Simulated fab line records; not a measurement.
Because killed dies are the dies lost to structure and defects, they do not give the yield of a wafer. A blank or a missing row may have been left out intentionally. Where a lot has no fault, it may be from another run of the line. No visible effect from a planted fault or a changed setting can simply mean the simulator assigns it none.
A struck lot beside a sound one :: flow gf180mcu :: 15 out of 602 route steps
Sound: these wafers, L625.3, L625.4, L625.5. Struck: wafers L631.1, L631.2, L631.6. Last of all comes the cause.
Order at every step that has rows: each side's tool, ch and its chambers, its first start. Under that, the readings that differ: sound wafers :: struck wafers :: difference of the means :: sigmas: that difference in standard deviations of wafers without a fault.
alike: words and numbers the same on both sides, and readings whose means are apart by under 2 such deviations; not compared: readings that were withheld, readings missing a value for some wafer, numbers with overlapping values and no deviation given by the record, and bounds like >300 which may hide the same value.
The two part at a step that has a row with sigmas, a row that says differs or no value, or rows on one side only. When numbers do not overlap yet have no deviation, they are printed without sigmas and do not part them. A reading that every wafer of one side lacks parts them only if that side has two wafers or more.

first, 2 steps without rows for these wafers: GF_CONTACT_ETCH_16 (etches BARC in N2/H2); GF_CONTACT_ETCH_17 (etches SiO2 in C4F8/O2/Ar, stops on CoSi2, target depth 860 nm).
GF_CONTACT_STRIP_18: strips in O2/N2.
  sound on plasma_asher-03 ch 0,1, day 17 19:13; struck on plasma_asher-01 ch 0,1, day 20 00:46
  alike: drypump_motor_current_A, heater_power_w, oes_product_au
  not compared: rf_hours_counter_h
then, 4 steps without rows for these wafers: GF_CONTACT_CLEAN_19 (cleans in SPM); GF_CONTACT_CLEAN_20 (cleans in DIW); GF_CONTACT_CLEAN_21 (cleans in dHF, time 20 s); GF_CONTACT_SPUTTER_22 (material Ti, target thk 15 nm, time 80.02 s).
GF_CONTACT_SPUTTER_23: material TiN, target thk 10 nm, time 40 s.
  sound on pvd_sputter-01 at day 17 19:32; struck on pvd_sputter-04 at day 20 01:09
  alike: cathode_dc_power_W, throttle_valve_pct
GF_CONTACT_CVD_24: deposits W, target thk 300 nm, time 90.339 s.
  sound on cvd_w-02 ch 0,1, day 17 19:37; struck on cvd_w-01 ch 0,1, day 20 01:11
  alike: heater_power_w
GF_CONTACT_RS_MEAS_25: the measuring method here is four-point-probe.
  sound on film_metro-03 at day 17 19:43; struck on film_metro-04 at day 20 01:17
  alike: CONTACT_W_RS
GF_CONTACT_THK_MEAS_26: measures by xrf.
  sound on film_metro-03 at day 17 19:49; struck on film_metro-04 at day 20 01:25
  alike: CONTACT_W_THK
GF_CONTACT_CMP_27: polishes, stops on SiO2, t overpolish 15 s, target thk 0 nm.
  sound on cmp-01 ch 2,3, day 17 19:52; struck on cmp-01 ch 0,2,3, day 20 01:28
  alike: head_pressure_psi, motor_current_A, overpolish_run_s, slurry_filter_dp_kPa, time_to_endpoint_s
GF_M1_SPUTTER_00: material Ti, target thk 37.5 nm, time 150 s.
  sound on pvd_sputter-03 at day 17 20:10; struck on pvd_sputter-01 at day 20 01:46
reading: model.Ti_of_M1_SPUTTER_00.thk_nm (nm)
sound: 36.73 37.31 37.6
struck: 10.92 11.54 11.51
difference: -25.89
sigmas: 
  alike: cathode_dc_power_W, substrate_temp_c, throttle_valve_pct
GF_M1_SPUTTER_01: material TiN, target thk 30 nm, time 25 s.
  sound on pvd_sputter-03 at day 17 20:16; struck on pvd_sputter-01 at day 20 01:52
  alike: cathode_dc_power_W, throttle_valve_pct
after that, 1 step had no rows for these wafers: GF_PASSIVATION_PROBE_99.

WHERE THEY PART
Nowhere in this record.

WHY: the cause the simulator had injected
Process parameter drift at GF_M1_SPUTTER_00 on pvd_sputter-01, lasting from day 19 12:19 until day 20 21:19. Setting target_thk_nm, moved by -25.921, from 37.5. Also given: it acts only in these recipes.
